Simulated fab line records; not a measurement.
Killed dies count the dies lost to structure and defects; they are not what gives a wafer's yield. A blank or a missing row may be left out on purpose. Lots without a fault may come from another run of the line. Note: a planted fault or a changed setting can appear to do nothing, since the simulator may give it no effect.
A lot that was struck, set against a sound lot | flow sfq_line | 13 out of 325 route steps
Sound: these wafers, L583.1, L583.2, L583.3. Struck: wafer L593.1. (L593.2, L593.5 of the same lot were not struck and are left out.) The cause comes at the end.
For every step that has rows: the tool of each side, followed by ch and its chambers, followed by its first start. Under that, the readings that differ: sound wafers | struck wafers | difference of the means | sigmas: that difference in standard deviations of wafers without a fault.
alike: readings with means less than 2 such deviations apart, plus words and numbers identical on both sides. not compared: withheld readings, readings lacking a value on some wafer, bounds such as >300 that could conceal the same value, and numbers that have no deviation in the record and whose values overlap.
The two part at a step that has a row with sigmas, a row that says differs or no value, or rows on one side only. Non-overlapping numbers with no deviation appear without sigmas and do not part them. A reading that every wafer of one side lacks parts them only if that side has two wafers or more.

SFQ_INCOMING_BOW_MEAS_900:
  sound on film_metro-01, day 1 20:00; struck on film_metro-03, day 3 22:00
  alike: INCOMING_BOW
then, 1 step without rows for these wafers: SFQ_TRILAYER_INCOMING_OXIDATION_002 (target thk 500 nm, ox time 4939 s).
SFQ_TRILAYER_L0_DEP_SPUTTER_003: material MoNx KI, target thk 40 nm, time 100 s.
  sound on pvd_sputter-06, day 1 22:29; struck on pvd_sputter-03, day 4 00:29
  alike: cathode_dc_power_W, throttle_valve_pct
SFQ_L0_RS_MEAS_901: measurement is done with a four-point probe.
  sound on film_metro-04, day 1 22:34; struck on film_metro-02, day 4 00:34
  alike: L0_MONX_KI_RS
SFQ_L0_THK_MEAS_902: measures by xrf.
  sound on film_metro-04, day 1 22:41; struck on film_metro-02, day 4 00:41
  alike: L0_MONX_KI_THK
SFQ_TRILAYER_L0_LITHO_COAT_010: resist thk 62 nm.
  sound on litho_track-01 ch 0, day 1 22:44; struck on litho_track-01 ch 0, day 4 00:44
  reading                                              | sound             | struck | difference | sigmas
  resist_line_temp_C (C)                               | 22.97 22.85 22.92 | 23.14  | +0.23      | +2
  model.BARC_of_TRILAYER_L0_LITHO_COAT_010.thk_nm (nm) | 61.61 61.76 61.72 | 65.23  | +3.53      |
  alike: dispense_pressure_kPa
then, 5 steps without rows for these wafers: SFQ_TRILAYER_L0_LITHO_COAT_005 (resist thk 600 nm); SFQ_TRILAYER_L0_LITHO_SOFTBAKE_009; SFQ_TRILAYER_L0_LITHO_EXPOSE_006 (exposes mask L0, target cd 2000 nm); SFQ_TRILAYER_L0_LITHO_PEB_008 (peb time 60 s); SFQ_TRILAYER_L0_LITHO_DEVELOP_007 (time 60 s).
-- the record jumps here: 2 days lie between the struck wafers' starts before and after --
SFQ_TRILAYER_L0_BARC_OPEN_METAL_ETCH_010: etches BARC in O2, target depth 125 nm, time 41.7 s.
  sound on rie_metal-02 ch 0,1, day 4 17:33; struck on rie_metal-04 ch 0, day 6 07:57
  reading                  | sound             | struck | difference | sigmas
  oes_product_au (a.u.)    | 0.684 0.678 0.678 | 0.699  | +0.019     | +4
  model.etch.depth_nm (nm) | 61.61 61.76 61.72 | 65.23  | +3.53      |
  alike: drypump_motor_current_A
  not compared: rf_hours_counter_h
SFQ_TRILAYER_L0_ETCH_METAL_ETCH_008: etches MoNx KI in SF6/O2, stops on SiO2, target depth 50 nm, time 25 s.
  sound on rie_metal-02 ch 0,1, day 4 17:37; struck on rie_metal-04 ch 0, day 6 08:01
  reading               | sound             | struck | difference | sigmas
  oes_product_au (a.u.) | 0.856 0.864 0.864 | 0.876  | +0.015     | +2
  alike: drypump_motor_current_A
  not compared: rf_hours_counter_h

== WHERE THEY PART ==
Last at SFQ_TRILAYER_L0_ETCH_METAL_ETCH_008 as far as this record goes, first at SFQ_TRILAYER_L0_LITHO_COAT_010.

WHY: whatever the simulator had introduced
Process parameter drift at SFQ_TRILAYER_L0_LITHO_COAT_010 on litho_track-01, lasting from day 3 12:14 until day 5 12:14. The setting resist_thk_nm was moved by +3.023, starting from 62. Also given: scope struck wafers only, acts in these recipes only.
